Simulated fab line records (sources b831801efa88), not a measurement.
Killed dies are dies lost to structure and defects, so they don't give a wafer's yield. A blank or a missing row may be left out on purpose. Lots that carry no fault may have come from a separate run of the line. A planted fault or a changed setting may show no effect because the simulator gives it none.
A lot that was struck, set against a sound lot	flow sky130	43 out of 708 route steps
Sound: wafers L353.1, L353.4, L353.5. Struck: wafers L365.1, L365.2, L365.5. The cause comes at the end.
At each step with rows: each side's tool, then ch and its chambers, then its first start. Under that, the readings that differ: sound wafers	struck wafers	difference of the means	sigmas: that difference in standard deviations of wafers without a fault.
alike: readings with means less than 2 such deviations apart, plus words and numbers identical on both sides. not compared: withheld readings, readings lacking a value on some wafer, bounds such as >300 that could conceal the same value, and numbers that have no deviation in the record and whose values overlap.
Wherever a step has rows on one side only, a row that says differs or no value, or a row with sigmas, the two part there. Numbers that have no deviation but don't overlap get no sigmas and don't part them. Lack of a reading on every wafer of one side parts them only where that side has two or more wafers.

SKY_GATE_OXIDE_TW_MEAS_14:
  struck on film metro-03, day 20 09:40; sound on film metro-04, day 15 23:36
  alike: GATE_OXIDE_TW
then, 3 steps without rows for these wafers: SKY_GATE_OXIDE_CLEAN_15 (cleans in SC1/SC2, time 150 s); SKY_GATE_OXIDE_OXIDATION_16 (stabilise 600 s, purge 300 s, target thk 3.57 nm); SKY_POLY_GATE_CVD_00 (deposits poly-Si, target thk 180 nm, time 720 s).
SKY_POLY_GATE_THK_MEAS_01:
  struck on film metro-04, day 20 13:06; sound on film metro-02, day 16 02:26
  alike: POLY_GATE_CVD_00_THK
then, 7 steps without rows for these wafers: SKY_RES_PROTECT_DEHYDRATE_00 (time 60 s); SKY_RES_PROTECT_HMDS_01 (prime time 60 s); SKY_RES_PROTECT_COAT_02 (resist thk 1140 nm); SKY_RES_PROTECT_SOFTBAKE_03 (time 60 s); SKY_RES_PROTECT_EXPOSE_04 (exposes mask RPM, target cd 1270 nm); SKY_RES_PROTECT_PEB_05; SKY_RES_PROTECT_DEVELOP_06 (develop time 60 s).
SKY_POLY_GATE_IMPLANT_02:
  sound on implanter-02 ch 0, day 17 07:17; struck on implanter-01 ch 0, day 21 19:47
SKY_RES_PROTECT_STRIP_07: strips in O2/N2.
  sound on plasma asher-01 ch 0,1, day 17 07:26; struck on plasma asher-02 ch 0,1, day 21 19:56
  alike: drypump motor current A, oes product au, strip time to endpoint s
  not compared: rf hours counter h
SKY_RES_PROTECT_TW_MEAS_08:
  struck on film metro-04, day 21 20:02; sound on film metro-01, day 17 07:32
  alike: POLY_GATE_TW
then, 2 steps without rows for these wafers: SKY_RES_PROTECT_CLEAN_09 (cleans in SC1/SC2, time 150 s); SKY_POLY_GATE_CVD_03 (deposits Si3N4 from DCS/NH3, target thk 75 nm, time 1290 s).
SKY_POLY_GATE_THK_MEAS_04:
  struck on film metro-02, day 21 21:31; sound on film metro-04, day 17 09:00
  alike: POLY_GATE_CVD_03_THK
then, 8 steps without rows for these wafers: SKY_POLY_GATE_DEHYDRATE_05 (time 60 s); SKY_POLY_GATE_HMDS_06 (prime time 60 s); SKY_POLY_GATE_COAT_07 (resist thk 110 nm); SKY_POLY_GATE_COAT_08 (resist thk 450 nm); SKY_POLY_GATE_SOFTBAKE_09 (time 90 s); SKY_POLY_GATE_EXPOSE_10 (exposes mask P1M, target cd 150 nm); SKY_POLY_GATE_PEB_11; SKY_POLY_GATE_DEVELOP_12 (develop time 60 s).
SKY_POLY_GATE_CD_MEAS_13 targets a cd of 150 nm.
  struck on cd sem-02, day 23 03:45; sound on cd sem-01, day 18 14:50
  alike: cd nm
SKY_POLY_GATE_OVL_MEAS_14:
  struck on overlay-01, day 23 03:52; sound on overlay-02, day 18 14:57
  alike: POLY_GATE_OVL
SKY_POLY_GATE_ETCH_15: etches BARC in N2/H2, stops on SiO2, time 118.5 s, target depth 110 nm.
  sound on rie diel-01 ch 0,1,2, day 18 14:59; struck on rie diel-01 ch 0,3, day 23 03:55
  alike: drypump motor current A, oes product au, throttle valve pct
  not compared: rf hours counter h
SKY_POLY_GATE_ETCH_16: etches Si3N4 in CH3F/O2, stops on poly-Si, time 147.5 s, target depth 75 nm.
  sound on rie diel-01 ch 0,1,2, day 18 15:04; struck on rie diel-01 ch 0,3, day 23 03:59
  alike: drypump motor current A, oes product au, throttle valve pct
  not compared: rf hours counter h
SKY_POLY_GATE_ETCH_17: etches poly-Si in HBr/Cl2, stops on SiO2, target depth 180 nm, time 70.5 s.
  sound on rie si-02 ch 0,2,3, day 18 15:10; struck on rie si-02 ch 2,3, day 23 04:05
  alike: drypump motor current A, oes product au, throttle valve pct
  not compared: rf hours counter h
SKY_POLY_GATE_STRIP_18: strips in O2/N2.
  sound on plasma asher-03 ch 0,1, day 18 15:13; struck on plasma asher-01 ch 0,1, day 23 04:09
  alike: drypump motor current A, oes product au, strip time to endpoint s
  not compared: rf hours counter h
then, 2 steps without rows for these wafers: SKY_POLY_GATE_CLEAN_19 (cleans in SC1/SC2, time 150 s); SKY_POLY_GATE_OXIDATION_20 (stabilise 600 s, purge 300 s, target thk 4 nm).
SKY_POLY_GATE_THK_MEAS_21:
  struck on film metro-02, day 23 06:22; sound on film metro-02, day 18 17:25
  alike: POLY_GATE_OXIDATION_THK
SKY_POLY_GATE_CD_MEAS_22:
  struck on cd sem-01, day 23 06:25; sound on cd sem-02, day 18 17:34
  alike: cd nm
then, 6 steps without rows for these wafers: SKY_LDD_N_DEHYDRATE_00 (time 60 s); SKY_LDD_N_HMDS_01 (prime time 60 s); SKY_LDD_N_COAT_02 (resist thk 300 nm); SKY_LDD_N_SOFTBAKE_03 (time 60 s); SKY_LDD_N_EXPOSE_04 (exposes mask NTM, target cd 840 nm); SKY_LDD_N_PEB_05.
-- record jumps: 27 days separate the struck wafers' starts on either side; left off in module LDD_N, taken up again in module PAD_OPEN, whose first shown step is the route's number 708 --
SKY_PAD_OPEN_PROBE_99:
  struck on prober-02, day 50 00:31; sound on prober-02, day 47 07:12
reading	sound	struck	difference	sigmas
model.etest.res poly.rs ohm sq rim less centre	0.008177 0.1032 -0.537	-3.383 -2.898 -3.372	-3.076	
model.etest.res poly.rs ohm sq range	1.188 0.7738 1.457	3.789 3.116 3.651	+2.379	
  alike: killed_at_M0_to_M3, killed_at_M4_up, killed at contacts, killed at front end, killed at other, killed dies, killed open, killed short

== WHERE THEY PART ==
Nowhere in this record.

WHY: what had been put in by the simulator
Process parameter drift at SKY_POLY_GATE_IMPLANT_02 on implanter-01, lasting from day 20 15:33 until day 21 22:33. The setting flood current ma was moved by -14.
